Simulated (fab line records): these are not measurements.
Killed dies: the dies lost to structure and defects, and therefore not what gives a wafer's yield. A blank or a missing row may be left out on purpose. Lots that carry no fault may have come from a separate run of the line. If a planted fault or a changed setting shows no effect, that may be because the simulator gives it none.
fab line records	flow sky130
record: lots: 13	wafers: 39	lastDay: 50
route steps=708 shown LOCAL_INTERCONNECT@400 CONTACT@411 METAL1@439 PAD_OPEN@708
lots that met no fault: taken from a fault-free run of the same line
startH: hours from the record's first day to the start of the lot's first wafer shown	waitH: time in hours since the lot's previous step	" unchanged from the row above	L1.1+2: a row that stands for several wafers	- value missing, or start not given	* or withheld: withheld	< > ~ a bound
route shown NAME@n: a module of which the file shows steps, and the number in the route of the first	usual: mean and standard deviation over wafers with no fault	same: alike in all rows	chamber/n: place in a boat	sites: each site's reading	_std_site: the standard deviation of these	_edge_site: mean of outer sites minus mean of inner sites	radiusMm: how far each site lies from the wafer's centre	mask NAME#n: copy n	behind: the tool/chamber that last shaped the wafer	hold: why the lot went on hold/how many hours it stayed there/how the hold came to an end	device: which transistor (n, p or np) failed to switch	end of line: tests run on the same wafers once the route is complete	a step given without rows: its recipe and nothing more	killed: not the wafer's yield, but the dies lost to structure and defects at the first sort	map: dies across one wafer; x = killed, . = not, _ = none there
set.NAME: setting as actually run; set.NAME@STEP: the setting as run at that earlier step	model.NAME: the simulator's own value behind a step, which no gauge read
route steps across a sampled set of lots; one table per step, one row per wafer
services: from which hour (startH, from the record's first day; less than 0 if before it) a tool's chamber was out of use, for how many hours, and why
== steps ==
step: SKY_LOCAL_INTERCONNECT_ETCH_13
recipe: chemistry: N2/H2	target: BARC	ionEnergyEv: 200	biasW: 100	pressureMtorr: 30	n2FlowSccm: 100	h2FlowSccm: 200	icpW: 500	stopOn: SiO2	timeS: 45.9	targetDepthA: 600
usual: biasW: 99.94/0.3	drypumpMotorCurrentA: 5.9/0.5	oesProductAu: 0.854/0.0052	throttleValvePct: 13.226/0.0085
lot.wafer	tool	chamber	startH	waitH	biasW	drypumpMotorCurrentA	oesProductAu	rfHoursCounterH	throttleValvePct
L343.1	rieMetal-01	1	685.69	0.0	100.03	5.0	0.853	13	13.223
L343.4	"	0	"	"	99.90	6.3	0.856	-	13.234
L343.6	"	1	"	"	100.68	5.0	0.857	-	13.217
L344.1	rieMetal-01	1	703.03	0.0	99.76	5.0	0.854	14	13.227
L344.3	"	1	"	"	100.13	5.0	0.853	-	13.219
L344.5	"	1	"	"	99.85	5.0	0.855	-	13.250
L346.4	rieMetal-04	1	719.55	0.0	100.21	6.0	0.850	-	13.230
L346.5	"	0	"	"	100.20	6.2	0.851	-	13.221
L346.6	"	1	"	"	100.46	6.0	0.854	-	13.223
L347.4	rieMetal-01	0	728.40	0.0	99.69	6.3	0.855	-	13.232
L347.5	"	0	"	"	99.54	6.3	0.853	-	13.242
L347.6	"	1	"	"	99.98	5.0	0.859	-	13.227
L350.1	rieMetal-02	0	759.93	0.0	99.99	6.4	0.852	10	13.220
L350.3	"	1	"	"	100.26	5.4	0.854	-	13.209
L350.5	"	1	"	"	100.56	5.4	0.857	-	13.214
L352.1	rieMetal-02	1	790.23	0.0	99.45	5.4	0.861	5	13.227
L352.2	"	0	"	"	100.29	6.3	0.858	11	13.241
L352.4	"	1	"	"	99.46	5.4	0.852	-	13.230
L353.1	rieMetal-01	1	795.48	0.0	100.13	5.0	0.850	19	13.229
L353.2	"	0	"	"	99.82	6.3	0.844	1	13.225
L353.4	"	1	"	"	100.39	5.0	0.856	-	13.247
L358.1	rieMetal-04	1	820.94	0.0	99.87	6.0	0.853	6	13.212
L358.3	"	0	"	"	99.64	6.2	0.858	-	13.237
L358.4	"	1	"	"	99.53	6.0	0.857	-	13.221
L360.3	rieMetal-04	0	841.35	0.0	99.51	6.2	0.857	-	13.230
L360.5	"	0	"	"	99.94	6.2	0.850	-	13.217
L360.6	"	1	"	"	99.71	5.9	0.855	-	13.234
L363.1	rieMetal-02	0	857.98	0.0	99.24	6.4	0.858	14	13.232
L363.2	"	1	"	"	99.21	5.4	0.860	8	13.224
L363.3	"	1	"	"	99.76	5.4	0.857	-	13.227
L364.2	rieMetal-01	0	866.68	0.0	99.67	6.3	0.860	5	13.230
L364.3	"	0	"	"	100.22	6.3	0.847	-	13.223
L364.4	"	1	"	"	99.67	5.0	0.849	-	13.230
L365.1	rieMetal-02	0	874.39	0.0	100.30	6.3	0.855	15	13.230
L365.5	"	1	"	"	100.24	5.4	0.844	-	13.235
L365.6	"	0	"	"	100.72	6.3	0.854	-	13.234
L366.1	rieMetal-01	1	883.74	0.0	100.37	5.0	0.855	3	13.218
L366.4	"	0	"	"	100.02	6.3	0.843	-	13.228
L366.6	"	1	"	"	99.50	5.0	0.849	-	13.216
step: SKY_CONTACT_BOW_MEAS_05
recipe: mode: bow
usual: CONTACT_BOW: 82/7
lot.wafer	tool	chamber	startH	waitH	CONTACT_BOW[um]
L343.1	filmMetro-01	-	686.92	0.1	85
L343.4	"	-	"	"	82
L343.6	"	-	"	"	78
L344.1	filmMetro-02	-	704.38	0.2	90
L344.3	"	-	"	"	86
L344.5	"	-	"	"	84
L346.4	filmMetro-02	-	720.82	0.2	89
L346.5	"	-	"	"	89
L346.6	"	-	"	"	86
L347.4	filmMetro-03	-	730.02	0.3	83
L347.5	"	-	"	"	82
L347.6	"	-	"	"	85
L350.1	filmMetro-01	-	761.16	0.1	87
L350.3	"	-	"	"	79
L350.5	"	-	"	"	73
L352.1	filmMetro-02	-	791.46	0.2	86
L352.2	"	-	"	"	79
L352.4	"	-	"	"	95
L353.1	filmMetro-03	-	796.75	0.1	91
L353.2	"	-	"	"	80
L353.4	"	-	"	"	78
L358.1	filmMetro-01	-	822.16	0.2	82
L358.3	"	-	"	"	83
L358.4	"	-	"	"	77
L360.3	filmMetro-03	-	842.65	0.1	82
L360.5	"	-	"	"	82
L360.6	"	-	"	"	84
L363.1	filmMetro-01	-	859.26	0.2	81
L363.2	"	-	"	"	79
L363.3	"	-	"	"	81
L364.2	filmMetro-03	-	867.95	0.3	94
L364.3	"	-	"	"	76
L364.4	"	-	"	"	80
L365.1	filmMetro-02	-	875.62	0.2	81
L365.5	"	-	"	"	86
L365.6	"	-	"	"	86
L366.1	filmMetro-03	-	885.01	0.2	77
L366.4	"	-	"	"	74
L366.6	"	-	"	"	84
step: SKY_CONTACT_ETCH_17
recipe: target: SiO2	chemistry: C4F8/O2/Ar	stopOn: Si3N4	maskMaterial: KrF-thick	sourceW: 1500	biasW: 1200	pressureMtorr: 40	c4f8FlowSccm: withheld	O2_flow_sccm: 6	Ar_flow_sccm: 300	timeS: withheld	targetDepthA: 3400
usual: biasW: 1200/3.2	oesProductAu: 0.891/0.0053
lot.wafer	tool	chamber	startH	waitH	biasW	oesProductAu
L343.1	rieDiel-01	2	714.88	0.0	1201	0.885
L343.4	"	2	"	"	1201	0.904
L343.6	"	1	"	"	1201	0.881
L344.1	rieDiel-01	3	731.82	0.0	1201	0.890
L344.3	"	0	"	"	1203	0.888
L344.5	"	0	"	"	1209	0.887
L346.4	rieDiel-04	0	748.72	0.0	1201	0.893
L346.5	"	2	"	"	1205	0.891
L346.6	"	3	"	"	1199	0.890
L347.4	rieDiel-02	1	756.81	0.0	1203	0.885
L347.5	"	3	"	"	1198	0.886
L347.6	"	0	"	"	1201	0.898
L350.1	rieDiel-04	1	788.97	0.0	1197	0.900
L350.3	"	0	"	"	1202	0.890
L350.5	"	3	"	"	1195	0.900
L352.1	rieDiel-01	3	818.97	0.0	1280	0.898
L352.2	"	2	"	"	1286	0.889
L352.4	"	1	"	"	1285	0.889
L353.1	rieDiel-01	2	824.43	0.0	1280	0.892
L353.2	"	1	"	"	1281	0.884
L353.4	"	0	"	"	1289	0.890
L358.1	rieDiel-01	0	850.68	0.0	1287	0.890
L358.3	"	2	"	"	1283	0.889
L358.4	"	3	"	"	1291	0.891
L360.3	rieDiel-04	1	871.12	0.0	1200	0.889
L360.5	"	2	"	"	1201	0.890
L360.6	"	3	"	"	1201	0.880
L363.1	rieDiel-02	3	886.72	0.0	1204	0.889
L363.2	"	1	"	"	1198	0.880
L363.3	"	0	"	"	1201	0.883
L364.2	rieDiel-04	2	894.47	0.0	1199	0.889
L364.3	"	0	"	"	1205	0.895
L364.4	"	3	"	"	1202	0.887
L365.1	rieDiel-01	2	901.77	0.0	1197	0.893
L365.5	"	0	"	"	1199	0.894
L365.6	"	3	"	"	1197	0.894
L366.1	rieDiel-04	1	910.57	0.0	1195	0.891
L366.4	"	0	"	"	1199	0.888
L366.6	"	0	"	"	1193	0.895
step: SKY_METAL1_RS_MEAS_05
recipe: thkMeasGauge: four-point-probe	reads: TiN_of_METAL1_SPUTTER_04+Ti_of_METAL1_SPUTTER_03+AlCu_of_METAL1_SPUTTER_02+TiN_of_METAL1_SPUTTER_01+Ti_of_METAL1_SPUTTER_00
usual: METAL1_ALCU_RS: 0.1272/0.002
lot.wafer	tool	chamber	startH	waitH	METAL1_ALCU_RS[ohm/sq]
L343.1	filmMetro-02	-	716.36	0.0	0.1285
L343.4	"	-	"	"	0.1272
L343.6	"	-	"	"	0.1283
L344.1	filmMetro-01	-	733.72	0.0	0.1291
L344.3	"	-	"	"	0.1296
L344.5	"	-	"	"	0.1307
L346.4	filmMetro-02	-	750.31	0.1	0.1267
L346.5	"	-	"	"	0.1280
L346.6	"	-	"	"	0.1248
L347.4	filmMetro-02	-	758.38	0.1	0.1259
L347.5	"	-	"	"	0.1281
L347.6	"	-	"	"	0.1292
L350.1	filmMetro-02	-	790.45	0.0	0.1225
L350.3	"	-	"	"	0.1258
L350.5	"	-	"	"	0.1256
L352.1	filmMetro-01	-	820.45	0.0	0.1245
L352.2	"	-	"	"	0.1246
L352.4	"	-	"	"	0.1234
L353.1	filmMetro-01	-	825.91	0.0	0.1278
L353.2	"	-	"	"	0.1272
L353.4	"	-	"	"	0.1264
L358.1	filmMetro-01	-	852.27	0.0	0.1254
L358.3	"	-	"	"	0.1250
L358.4	"	-	"	"	0.1255
L360.3	filmMetro-02	-	872.73	0.1	0.1284
L360.5	"	-	"	"	0.1273
L360.6	"	-	"	"	0.1253
L363.1	filmMetro-01	-	888.23	0.0	0.1276
L363.2	"	-	"	"	0.1285
L363.3	"	-	"	"	0.1296
L364.2	filmMetro-02	-	896.03	0.0	0.1296
L364.3	"	-	"	"	0.1288
L364.4	"	-	"	"	0.1279
L365.1	filmMetro-01	-	903.25	0.0	0.1269
L365.5	"	-	"	"	0.1278
L365.6	"	-	"	"	0.1260
L366.1	filmMetro-04	-	912.05	0.0	0.1269
L366.4	"	-	"	"	0.1262
L366.6	"	-	"	"	0.1313
step: SKY_PAD_OPEN_PROBE_99
usual: killed_at_M0_to_M3: 43/6.6	killed_at_M4_up: 3.2/1.9	killedAtContacts: 25/5.3	killedAtFrontEnd: 16/4.5	killedAtOther: 0.3/0.63	killedDies: 87/8.9	killedOpen: 48/7.9	killedShort: 39/5.3
same: grossDies: 492	killedAtBackSide: 0
lot.wafer	tool	chamber	startH	waitH	killed_at_M0_to_M3	killed_at_M4_up	killedAtContacts	killedAtFrontEnd	killedAtOther	killedDies	killedOpen	killedShort
L364.2	prober-02	-	1189.41	0.1	43	4	28	23	0	98	56	42
L364.3	prober-02	-	1189.46	0.2	42	2	29	27	1	101	65	36
L364.4	prober-02	-	1189.51	0.2	37	4	19	17	0	77	43	34
L366.1	prober-02	-	1201.95	0.1	41	5	34	11	0	91	51	40
L366.4	prober-02	-	1202.10	0.2	50	6	24	9	0	89	43	46
L366.6	prober-02	-	1202.20	0.2	38	5	31	17	0	91	46	45
killed by level:class
L364.2 CONTACT:geometricParticle:open=14 VIA1:geometricParticle:open=9 FIELD_ISO:geometricParticle:open=8 LI_CONTACT:geometricParticle:short=6 VIA2:geometricParticle:open=6 METAL2:geometricParticle:short=6 VIA3:geometricParticle:open=6 POLY_GATE:geometricParticle:short=5
L364.3 LI_CONTACT:geometricParticle:open=19 VIA1:geometricParticle:open=12 VIA2:geometricParticle:open=8 VIA3:geometricParticle:open=7 FIELD_ISO:geometricParticle:short=6 POLY_GATE:geometricParticle:short=6 CONTACT:geometricParticle:open=5 VIA1:geometricParticle:short=5
L364.4 VIA1:geometricParticle:open=11 CONTACT:geometricParticle:open=7 FIELD_ISO:geometricParticle:open=6 METAL1:geometricParticle:short=6 LI_CONTACT:geometricParticle:open=5 METAL2:geometricParticle:short=5 VIA2:geometricParticle:open=4 FIELD_ISO:geometricParticle:short=3
L366.1 CONTACT:geometricParticle:open=11 VIA1:geometricParticle:open=11 LI_CONTACT:geometricParticle:open=9 CONTACT:geometricParticle:short=8 VIA2:geometricParticle:open=7 METAL2:geometricParticle:short=6 LOCAL_INTERCONNECT:geometricParticle:short=5 METAL1:geometricParticle:short=5
L366.4 VIA1:geometricParticle:open=11 CONTACT:geometricParticle:open=9 METAL2:geometricParticle:short=8 FIELD_ISO:geometricParticle:short=6 VIA2:geometricParticle:open=6 VIA3:geometricParticle:open=5 CONTACT:geometricParticle:short=5 LI_CONTACT:geometricParticle:open=4
L366.6 CONTACT:geometricParticle:open=15 METAL1:geometricParticle:short=9 LI_CONTACT:geometricParticle:open=7 POLY_GATE:geometricParticle:open=5 METAL4:geometricParticle:short=5 VIA3:geometricParticle:open=4 CONTACT:geometricParticle:short=4 VIA1:geometricParticle:open=4
== services ==
tool	chamber	startH	hours	kind
rieDiel-01	3	665.48	16.8	repair
rieDiel-01	2	668.66	16.0	repair
rieMetal-02	-	680.37	2.8	pm
rieMetal-01	-	688.33	1.4	pm
rieDiel-01	3	697.17	8.3	repair
rieDiel-04	-	708.02	0.6	repair
rieMetal-04	-	720.94	2.8	pm
rieDiel-04	1	733.37	5.7	repair
rieDiel-02	0	743.89	6.9	repair
rieDiel-02	1	749.22	2.2	repair
rieDiel-01	-	752.37	0.6	repair
rieMetal-04	-	761.78	14.6	pm
rieDiel-04	-	773.13	2.8	pm
rieMetal-01	-	783.87	2.3	repair
rieDiel-02	2	800.24	14.3	repair
rieMetal-02	1	813.17	1.4	repair
rieDiel-04	3	834.40	19.4	repair
rieDiel-01	3	843.00	1.2	repair
rieMetal-02	-	867.04	0.4	repair
rieDiel-01	-	875.10	0.3	repair
rieDiel-04	3	885.28	6.2	repair
rieMetal-01	1	891.71	4.9	repair
rieDiel-04	2	896.27	6.9	repair
rieMetal-04	-	896.68	0.3	repair
== key ==
firstSign: step: SKY_CONTACT_ETCH_17	reading: biasW	direction: up	sigmas: 26	usual: 1200	struck: 1285
effect none on later readings
metAt SKY_CONTACT_ETCH_17
struckLots L352,L353,L358
testerLeftOut L352,L353,L358
notActingAt SKY_LOCAL_INTERCONNECT_ETCH_13,SKY_CONTACT_BOW_MEAS_05,SKY_METAL1_RS_MEAS_05
onsetBetween 731.82 818.97
fault: kind: processParameterDrift	tool: rieDiel-01	chamber: -	onsetH: 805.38	steps: SKY_CONTACT_ETCH_17	channel: biasW	offset: 85.074	shape: step	endH: 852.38	actsIn: theseRecipesOnly	stated: 1200
testerLeftOut: of these lots the tester's yield and bins aren't shown, on N5 and GAA mostly nor the transistor test; their killed dies are dies lost to structure and defects alone, not to doping, threshold or leakage, so they don't give the yield
